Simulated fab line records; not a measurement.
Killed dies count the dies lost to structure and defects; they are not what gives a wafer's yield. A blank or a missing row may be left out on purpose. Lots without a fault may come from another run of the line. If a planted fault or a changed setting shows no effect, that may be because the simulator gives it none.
Code-filled problem report in 8D (eight disciplines) form | flow sky130 | the parts of the form that need people (team, actions taken, sign-off) are left out

1. PROBLEM STATEMENT
Wafers free of any fault read 1636 (standard deviation 15) for RES_XHIGH_TW at SKY_RES_XHIGH_TW_MEAS_09, against a mean of 1862 on 6 wafers of 2 lots. Relative to the usual mean, that is a shift of +15 standard deviations.
First observed at day 31 20:48: wafer L557.1, on film-metro-02. Wafers with a number at this step in the record: 39, from 13 lots. The rule behind "out" and "out of limits": a value lying over 4 standard deviations away from the usual mean. The rest of the wafers with a number are treated as sound.

2. WHAT IT IS, WHAT IT ISN'T
question                    | is                     | is not
which readings at this step | RES_XHIGH_TW           | -
which lots                  | L557, L559             | L543, L544, L546, L547, L548, L549, L551, L552, L564, L565, L566
which wafers of those lots  | all that have a number | -
read on which gauges        | film-metro-02          | film-metro-01, film-metro-03
when                        | from day 31 20:48      | up to then (24 sound wafers); but 9 sound wafers of L564, L565, L566 came after

3. WHAT RULES OUT EACH SUSPECT
Counting: a tool at any process step up to the reading remains a suspect when it ran all the lots that are out and ran no sound lot after the first of those.
- the gauge at SKY_RES_XHIGH_TW_MEAS_09: ruled out. All the wafers that are out were read on film-metro-02, but those of them that SKY_RES_XHIGH_IMPLANT_07 has rows for are out there too, on other tools.
- implanter-02 at SKY_RES_XHIGH_IMPLANT_07: kept. All lots that are out passed through it, beginning with L557 at day 31 20:33, and no sound lot followed; its final sound lot before that point was L551 at day 30 03:45. Out on those wafers are its own readings of beam-on-s, dose-ions-cm2.
After counting, what remains is implanter-02 at SKY_RES_XHIGH_IMPLANT_07.

4. THE CAUSE (what the simulator had put in)
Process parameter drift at SKY_RES_XHIGH_IMPLANT_07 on implanter-02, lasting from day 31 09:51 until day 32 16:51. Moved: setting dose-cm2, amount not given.
Only this tool survived the counting.

5. THE CHAIN OF EFFECTS, in route order
Rows list readings where the struck wafers' mean (over those with a number) sits beyond 3 standard deviations from the usual. Scope: only readings with a usual standard deviation given in the record; hours: median across lots of the time from each lot's start at the first step in this table that gives one to its start at this step; sigmas: change in usual standard deviations.
hours | step                     | reading                  | usual        | on struck wafers | change     | sigmas
0     | SKY_RES_XHIGH_IMPLANT_07 | beam-on-s                | 41.5 s       | 57.4             | +15.9      | +6.9
0     | SKY_RES_XHIGH_IMPLANT_07 | dose-ions-cm2            | 3.601e+14    | 5.356e+14        | +1.755e+14 | +99 or more
0     | SKY_RES_XHIGH_STRIP_08   | oes-product-au           | 0.711 a.u.   | 0.695            | -0.016     | -3.4
0     | SKY_RES_XHIGH_STRIP_08   | strip-time-to-endpoint-s | 14.27 s      | 14.63            | +0.36      | +8.3
0     | SKY_RES_XHIGH_TW_MEAS_09 | RES_XHIGH_TW             | 1636         | 1862             | +226       | +15
28    | SKY_SD_N_RS_MEAS_18      | RES_XHIGH_RS             | 333.1 ohm/sq | 242.2            | -90.9      | -83
Here are the process steps it includes:
- SKY_RES_XHIGH_IMPLANT_07
- SKY_RES_XHIGH_STRIP_08: strips in O2/N2.

6. WHAT WOULD HAVE CAUGHT IT SOONER
The first out-of-limits reading at a measuring or inspecting step in this record came at day 31 20:48, 11 hours after the fault's start at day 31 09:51.
The tool's own readings at SKY_RES_XHIGH_IMPLANT_07 were out on every struck wafer that the step has a row for (beam-on-s, dose-ions-cm2): an alarm limit on them would have fired on the first of those.
L559, from the lots that are out (2), started SKY_RES_XHIGH_IMPLANT_07 on implanter-02 later than day 31 20:48. A tool hold placed at that time would have kept it from harm.
